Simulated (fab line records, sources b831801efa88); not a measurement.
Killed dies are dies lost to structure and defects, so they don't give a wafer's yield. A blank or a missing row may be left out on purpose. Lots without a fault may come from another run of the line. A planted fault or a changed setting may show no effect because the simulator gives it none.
fab line records | flow sky130
record lots=7 wafers=20 last_day=49
route steps=708 shown METAL2@503 VIA2@507 PAD_OPEN@708
lots that met no fault: from a run of the same line without faults
start_h: hours from the record's first day to the start of the lot's first wafer shown | wait_h: hours since the lot's step before | " the same as in the row above | L1.1+2: a row that stands for several wafers | - no value, or no start given | * or withheld: withheld | < > ~ a bound
route shown NAME@n: a module of which the file shows steps, and the number in the route of the first | usual: mean/standard deviation of fault-free wafers | same: alike in all rows | chamber/n: place in a boat | sites: the reading at each site | _std_site: their standard deviation | _edge_site: outer sites' mean less inner sites' | radius_mm: how far each site lies from the wafer's centre | mask NAME#n: copy n | behind: the tool/chamber that last shaped the wafer | hold: why the lot was held/for how many hours/how that ended | device: the transistor (n, p or np) that didn't switch | end of line: the same wafers' tests at the end of the route | a step without rows: its recipe alone | killed: dies lost to structure and defects at the first sort, not the wafer's yield | map: a wafer's dies, x killed, . not, _ none there
set.NAME: the setting as run; set.NAME@STEP: as run at that earlier step | model.NAME: the simulator's own value behind a step, which no gauge read
lots at some steps of the route; a table a step, a row a wafer
services: from which hour (start_h, from the record's first day; less than 0 if before it) a tool's chamber was out of use, for how many hours, and why
## steps
# step SKY_METAL2_STRIP_20
# recipe chemistry=O2/N2 power_w=1400 pressure_mtorr=1500 platen_temp_c=withheld o2_flow_sccm=3000 n2_flow_sccm=300 overash_fraction=0.5
# usual drypump_motor_current_A=5.6/0.44 oes_product_au=0.344/0.0052 strip_time_to_endpoint_s=2.71/0.053
# columns lot.wafer tool chamber start_h wait_h drypump_motor_current_A oes_product_au rf_hours_counter_h strip_time_to_endpoint_s
L172.2 plasma_asher-02 1 813.53 0.1 5.6 0.352 98 2.78
L172.3 " 0 " " 6.0 0.348 - 2.81
L172.5 " 0 " " 6.0 0.353 - 2.78
L173.1 plasma_asher-04 1 824.93 0.1 5.9 0.344 8 2.82
L173.2 " 0 " " 4.8 0.348 8 2.66
L173.4 " 1 " " 5.8 0.355 - 2.82
L183.5 plasma_asher-04 1 902.99 0.1 5.9 0.342 - 2.76
L183.6 " 0 " " 4.8 0.337 - 2.70
L185.4 plasma_asher-02 1 923.24 0.1 5.6 0.346 - 2.84
L185.5 " 1 " " 5.6 0.347 - 2.72
L185.6 " 0 " " 6.0 0.340 - 2.82
L186.2 plasma_asher-03 0 926.80 0.1 6.0 0.340 47 2.67
L186.5 " 1 " " 5.6 0.346 - 2.66
L186.6 " 0 " " 6.0 0.343 - 2.76
L192.3 plasma_asher-04 0 960.86 0.1 4.8 0.351 - 2.76
L192.4 " 1 " " 5.9 0.347 - 2.71
L192.6 " 0 " " 4.8 0.338 - 2.78
L193.1 plasma_asher-02 1 969.71 0.1 5.6 0.347 112 2.69
L193.5 " 1 " " 5.6 0.342 - 2.76
L193.6 " 0 " " 6.0 0.333 - 2.70
# step SKY_METAL2_STRIP_21
# recipe chemistry=post_etch_residue_remover time_s=1200 temp_c=72.5
# step SKY_METAL2_CLEAN_22
# recipe chemistry=IPA time_s=180 temp_c=25
# step SKY_METAL2_CLEAN_23
# recipe chemistry=O3/DIW dry=n2_spin
# step SKY_VIA2_HDPCVD_00
# recipe material=SiO2 target_thk_nm=1180 sigma_open_frac=0.3 time_s=196.7 temp_c=400 sih4_flow_sccm=60 pressure_mtorr=6
# step SKY_VIA2_THK_MEAS_01
# recipe reads=SiO2_of_VIA2_HDPCVD_00
# usual VIA2_HDPCVD_THK=1193/14
# columns lot.wafer tool chamber start_h wait_h VIA2_HDPCVD_THK[nm]
L172.2 film_metro-04 - 814.29 0.1 1222
L172.3 " - " " 1204
L172.5 " - " " 1208
L173.1 film_metro-01 - 826.09 0.1 1205
L173.2 " - " " 1213
L173.4 " - " " 1185
L183.5 film_metro-01 - 903.69 0.0 1182
L183.6 " - " " 1185
L185.4 film_metro-04 - 923.96 0.0 1222
L185.5 " - " " 1214
L185.6 " - " " 1199
L186.2 film_metro-01 - 927.53 0.1 1174
L186.5 " - " " 1200
L186.6 " - " " 1204
L192.3 film_metro-04 - 961.56 0.1 1194
L192.4 " - " " 1204
L192.6 " - " " 1200
L193.1 film_metro-01 - 970.43 0.1 1163
L193.5 " - " " 1172
L193.6 " - " " 1184
# step SKY_VIA2_CMP_02
# recipe material=SiO2 down_force_psi=4 platen_rpm=60 pad_velocity_m_s=0.94248
# usual motor_current_A=12.6/1.3
# columns lot.wafer tool chamber start_h wait_h motor_current_A
L172.2 cmp-01 0 814.39 0.1 12.8
L172.3 " 1 " " 11.0
L172.5 " 0 " " 13.8
L173.4 cmp-01 3 826.15 0.0 12.3
L173.1 " 0 " " 12.8
L173.2 " 1 " " 11.5
L183.5 cmp-02 3 903.91 0.2 12.4
L183.6 " 0 " " 11.1
L185.4 cmp-02 0 923.99 0.0 10.7
L185.6 " 0 " " 11.8
L185.5 " 1 " " 12.3
L186.2 cmp-01 2 927.79 0.3 14.7
L186.6 " 2 " " 15.4
L186.5 " 3 " " 11.3
L192.4 cmp-02 2 961.60 0.0 13.4
L192.3 " 3 " " 12.7
L192.6 " 2 " " 13.7
L193.1 cmp-01 0 970.54 0.1 13.9
L193.6 " 3 " " 11.7
L193.5 " 0 " " 13.3
# step SKY_VIA2_BOW_MEAS_03
# recipe mode=bow
# usual VIA2_BOW=82/7.7
# columns lot.wafer tool chamber start_h wait_h VIA2_BOW[um]
L172.2 film_metro-01 - 814.66 0.2 77
L172.3 " - " " 93
L172.5 " - " " 90
L173.1 film_metro-01 - 826.45 0.2 92
L173.2 " - " " 84
L173.4 " - " " 72
L183.5 film_metro-01 - 904.09 0.1 82
L183.6 " - " " 89
L185.4 film_metro-01 - 924.35 0.3 79
L185.5 " - " " 85
L185.6 " - " " 81
L186.2 film_metro-04 - 928.11 0.3 86
L186.5 " - " " 73
L186.6 " - " " 89
L192.3 film_metro-01 - 961.94 0.2 77
L192.4 " - " " 71
L192.6 " - " " 74
L193.1 film_metro-01 - 970.79 0.2 83
L193.5 " - " " 78
L193.6 " - " " 90
# step SKY_VIA2_DEHYDRATE_04
# recipe temp_c=200 time_s=60
# step SKY_VIA2_HMDS_05
# recipe prime_time_s=60 prime_temp_c=120
# step SKY_VIA2_COAT_06
# recipe resist=BARC temp_c=withheld time_s=withheld spin_rpm=3000 resist_thk_nm=60
# step SKY_VIA2_COAT_07
# recipe resist=KrF-thick spin_rpm=3000 resist_thk_nm=450
# step SKY_VIA2_SOFTBAKE_08
# recipe temp_c=100 time_s=90 resist=KrF-thick
# usual heater_power_total_W=57.35/0.11 run_length_s=119.11/0.13
# columns lot.wafer tool chamber start_h wait_h heater_power_total_W run_length_s
L172.2 litho_track-04 0 827 - 57.31 119.32
L172.3 " 0 " " 57.40 118.89
L172.5 " 0 828 - 57.30 119.05
L173.1 litho_track-03 0 839 - 57.38 119.37
L173.2 " 0 " " 57.47 119.09
L173.4 " 0 " " 57.37 119.14
L183.5 litho_track-04 0 916 - 59.96 106.80
L183.6 " 0 " " 57.31 119.08
L185.4 litho_track-04 0 936 - 57.36 119.07
L185.5 " 0 937 - 59.90 106.82
L185.6 " 0 " " 57.20 118.90
L186.2 litho_track-04 0 940 - 57.32 119.10
L186.5 " 0 " " 60.24 106.95
L186.6 " 0 " " 57.19 119.05
L192.3 litho_track-02 0 974 - 57.23 119.08
L192.4 " 0 " " 57.41 119.30
L192.6 " 0 " " 57.59 119.07
L193.1 litho_track-03 0 983 - 57.49 119.09
L193.5 " 0 " " 57.34 119.19
L193.6 " 0 " " 57.42 119.22
# step SKY_VIA2_EXPOSE_09
# recipe mask_id=VIM2 na=0.8 source_shape=annular sigma_inner=0.55 sigma_outer=0.85 target_cd_nm=200 dose_mj=38
# step SKY_PAD_OPEN_PROBE_99
# usual defect_limited_yield=82.6/1.8 killed_at_M0_to_M3=43/6.4 killed_at_M4_up=2.8/1.7 killed_at_contacts=24/5.5 killed_at_front_end=15/4 killed_at_other=0.3/0.54 killed_dies=86/9.1 killed_open=47/6.6 killed_short=39/6.2 sort_bin_3_pad_short=0.9/0.45 sort_bin_5_function=10.4/1.4 sort_bin_6_memory=6.2/1.1 sort_n_pass=406/9.1 sort_yield_pct=82.6/1.8
# same gross_dies=492 killed_at_back_side=0 sort_bin_4_leakage[%]=0 sort_bin_8_speed[%]=0
# columns lot.wafer tool chamber start_h wait_h defect_limited_yield[%] killed_at_M0_to_M3 killed_at_M4_up killed_at_contacts killed_at_front_end killed_at_other killed_dies killed_open killed_short sort_bin_3_pad_short[%] sort_bin_5_function[%] sort_bin_6_memory[%] sort_n_pass sort_yield_pct[%]
L172.2 prober-01 - 1070.68 0.1 82.7 37 1 26 21 0 85 43 42 1.8 9.3 6.1 407 82.7
L172.3 prober-01 - 1070.73 0.2 82.3 43 4 25 15 0 87 44 43 1.0 10.6 6.1 405 82.3
L172.5 prober-01 - 1070.83 0.2 84.6 37 2 24 13 0 76 44 32 0.2 8.7 6.5 416 84.6
L183.5 prober-01 - 1137.52 0.2 82.5 38 5 24 19 0 86 55 31 1.0 10.0 6.5 406 82.5
L183.6 prober-01 - 1137.57 0.2 85.4 37 1 21 13 0 72 42 30 1.2 9.8 3.7 420 85.4
L185.4 prober-01 - 1155.94 0.2 81.5 51 4 30 6 0 91 58 33 1.2 10.8 6.5 401 81.5
L185.5 prober-01 - 1155.99 0.2 80.7 45 4 32 14 0 95 53 42 0.8 12.2 6.3 397 80.7
L185.6 prober-01 - 1156.04 0.2 80.1 50 4 29 15 0 98 56 42 0.4 11.6 7.9 394 80.1
L186.2 prober-02 - 1159.00 0.1 80.9 49 4 22 18 1 94 42 52 0.6 11.2 7.3 398 80.9
L186.5 prober-02 - 1159.15 0.2 84.8 35 2 22 15 1 75 35 40 1.6 9.6 4.1 417 84.8
L186.6 prober-02 - 1159.20 0.2 81.7 42 2 28 17 1 90 45 45 0.6 11.2 6.5 402 81.7
# killed by level:class
L172.2 CONTACT:geometric_particle:open=10 VIA1:geometric_particle:open=9 METAL2:geometric_particle:short=7 FIELD_ISO:geometric_particle:short=6 LOCAL_INTERCONNECT:geometric_particle:short=6 VIA3:geometric_particle:open=6 SPACER:geometric_particle:open=4 LI_CONTACT:geometric_particle:open=4
L172.3 VIA2:geometric_particle:open=10 CONTACT:geometric_particle:open=10 METAL2:geometric_particle:short=8 LI_CONTACT:geometric_particle:open=6 VIA3:geometric_particle:open=5 FIELD_ISO:geometric_particle:short=4 LOCAL_INTERCONNECT:geometric_particle:short=4 CONTACT:geometric_particle:short=4
L172.5 LI_CONTACT:geometric_particle:open=10 VIA2:geometric_particle:open=9 VIA1:geometric_particle:short=7 VIA1:geometric_particle:open=7 CONTACT:geometric_particle:open=6 CONTACT:geometric_particle:short=5 VIA3:geometric_particle:open=4 METAL2:geometric_particle:short=4
L183.5 CONTACT:geometric_particle:open=14 VIA3:geometric_particle:open=9 VIA1:geometric_particle:open=8 VIA2:geometric_particle:open=7 FIELD_ISO:geometric_particle:short=6 POLY_GATE:geometric_particle:open=4 FIELD_ISO:geometric_particle:open=3 LOCAL_INTERCONNECT:geometric_particle:short=3
L183.6 CONTACT:geometric_particle:open=9 VIA1:geometric_particle:open=7 VIA2:geometric_particle:open=7 LI_CONTACT:geometric_particle:open=6 CONTACT:geometric_particle:short=5 VIA3:geometric_particle:open=4 POLY_GATE:geometric_particle:short=4 VIA2:geometric_particle:short=3
L185.4 VIA1:geometric_particle:open=14 LI_CONTACT:geometric_particle:open=12 CONTACT:geometric_particle:open=9 VIA2:geometric_particle:open=9 VIA3:geometric_particle:open=7 METAL3:geometric_particle:short=6 CONTACT:geometric_particle:short=5 METAL1:geometric_particle:short=5
L185.5 VIA1:geometric_particle:open=11 CONTACT:geometric_particle:open=9 METAL3:geometric_particle:short=9 VIA3:geometric_particle:open=8 LI_CONTACT:geometric_particle:open=7 LOCAL_INTERCONNECT:geometric_particle:short=7 POLY_GATE:geometric_particle:open=5 CONTACT:geometric_particle:short=5
L185.6 LI_CONTACT:geometric_particle:open=11 VIA1:geometric_particle:open=11 CONTACT:geometric_particle:open=10 METAL1:geometric_particle:short=9 VIA2:geometric_particle:open=8 POLY_GATE:geometric_particle:short=7 VIA1:geometric_particle:short=7 METAL2:geometric_particle:short=4
L186.2 VIA3:geometric_particle:open=10 METAL1:geometric_particle:short=8 VIA1:geometric_particle:open=8 METAL2:geometric_particle:short=7 VIA1:geometric_particle:short=6 LOCAL_INTERCONNECT:geometric_particle:short=6 FIELD_ISO:geometric_particle:short=5 LI_CONTACT:geometric_particle:open=5
L186.5 VIA1:geometric_particle:open=11 FIELD_ISO:geometric_particle:short=7 CONTACT:geometric_particle:open=6 LI_CONTACT:geometric_particle:open=5 METAL1:geometric_particle:short=5 METAL2:geometric_particle:short=5 LOCAL_INTERCONNECT:geometric_particle:short=4 VIA3:geometric_particle:open=4
L186.6 LOCAL_INTERCONNECT:geometric_particle:short=11 VIA1:geometric_particle:open=10 METAL2:geometric_particle:short=9 LI_CONTACT:geometric_particle:open=6 VIA1:geometric_particle:short=5 VIA2:geometric_particle:open=5 FIELD_ISO:geometric_particle:short=4 METAL1:geometric_particle:open=4
## services
# columns tool chamber start_h hours kind
cmp-01 - 801.21 0.7 repair
cmp-02 - 801.94 3.8 pm
cmp-02 - 808.34 0.3 repair
plasma_asher-04 - 810.80 2.8 pm
plasma_asher-03 - 811.69 2.8 pm
plasma_asher-02 - 835.28 1.9 repair
cmp-01 - 836.15 2.3 repair
cmp-02 - 856.34 0.8 repair
cmp-02 - 879.96 1.3 repair
cmp-01 - 881.02 5.1 repair
cmp-02 - 890.57 10.9 pm
cmp-01 - 912.30 4.0 pm
cmp-01 - 916.30 - consumable_replace:conditioner
cmp-01 - 916.30 - consumable_replace:pad
cmp-01 - 918.90 8.5 repair
cmp-02 - 927.13 1.0 repair
cmp-01 - 932.15 14.6 pm
plasma_asher-04 - 972.01 10.1 pm
## key
first_sign step=SKY_VIA2_SOFTBAKE_08 reading=run_length_s direction=down sigmas=95 usual=* struck=*
effect step=SKY_VIA2_SOFTBAKE_08 reading=heater_power_total_W direction=up sigmas=24 usual=* struck=*
met_at SKY_VIA2_SOFTBAKE_08
struck_wafers L183.5,L185.5,L186.5
onset_between 827 916
fault kind=process_parameter_drift tool=litho_track-04 chamber=- onset_h=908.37 steps=SKY_VIA2_SOFTBAKE_08 channel=time_s offset=* shape=step end_h=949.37 scope=struck_wafers_only acts_in=* stated=*
